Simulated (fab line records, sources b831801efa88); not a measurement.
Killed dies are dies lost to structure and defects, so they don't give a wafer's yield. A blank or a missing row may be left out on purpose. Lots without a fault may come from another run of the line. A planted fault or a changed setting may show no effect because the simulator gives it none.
One fault seen from 2 desks | flow gf180mcu | each desk has only its own numbers; what lay behind them comes last

THE TOOL OWNER'S DESK: pecvd-02
The tool's own readings at GF_MIM_CVD_05 (deposits Si3N4, target thk 42 nm, time 29.086 s): means of the sampled wafers that have a number, for each lot that ran on this tool. A lot is out of limits, marked OUT, if its mean lies more than 4 standard deviations from the usual mean; the brackets give that distance.
Columns: A = heater_power_w at GF_MIM_CVD_05, usual 674 W; B = run_length_s at GF_MIM_CVD_05, usual 57.1 s
lot  | first seen here | A   | B
L268 | day 24 17:43    | 667 | 57.0
L273 | day 26 19:48    | 704 | 58.3
L284 | day 30 05:07    | 626 | 56.9
L288 | day 30 22:05    | 705 | 56.9
This desk's finding: nothing out of limits on any of the 4 lots.

THE METROLOGY DESK
What the gauges read, lot by lot, whatever tool the lot ran on: means of the sampled wafers that have a number. A lot is out of limits, marked OUT, if its mean lies more than 4 standard deviations from the usual mean; the brackets give that distance.
Columns: A = V3_W_RS at GF_V3_RS_MEAS_24, usual 0.308 ohm/sq; B = MIM_CVD_05_THK at GF_MIM_THK_MEAS_06, usual 42.0 nm
lot  | first seen here | A     | B
L266 | day 21 19:14    | 0.308 | 42.2
L268 | day 22 17:26    | 0.307 | 41.7
L269 | day 23 09:07    | 0.311 | 42.3
L270 | day 24 08:05    | 0.310 | 41.8
L273 | day 24 22:16    | 0.305 | 43.6
L283 | day 28 05:38    | 0.311 | 42.2
L284 | day 28 11:12    | 0.317 | 41.6
L285 | day 28 14:58    | 0.310 | 42.1
L286 | day 28 20:08    | 0.311 | 42.3
L287 | day 28 22:41    | 0.303 | 41.2
L288 | day 29 05:15    | 0.305 | 42.1
L289 | day 29 13:13    | 0.314 | 42.4
This desk's finding: nothing out of limits on any of the 12 lots.

PUT TOGETHER
The tool owner's desk saw nothing out of limits.
The metrology desk saw nothing out of limits.

WHAT THE SIMULATOR HAD PUT IN
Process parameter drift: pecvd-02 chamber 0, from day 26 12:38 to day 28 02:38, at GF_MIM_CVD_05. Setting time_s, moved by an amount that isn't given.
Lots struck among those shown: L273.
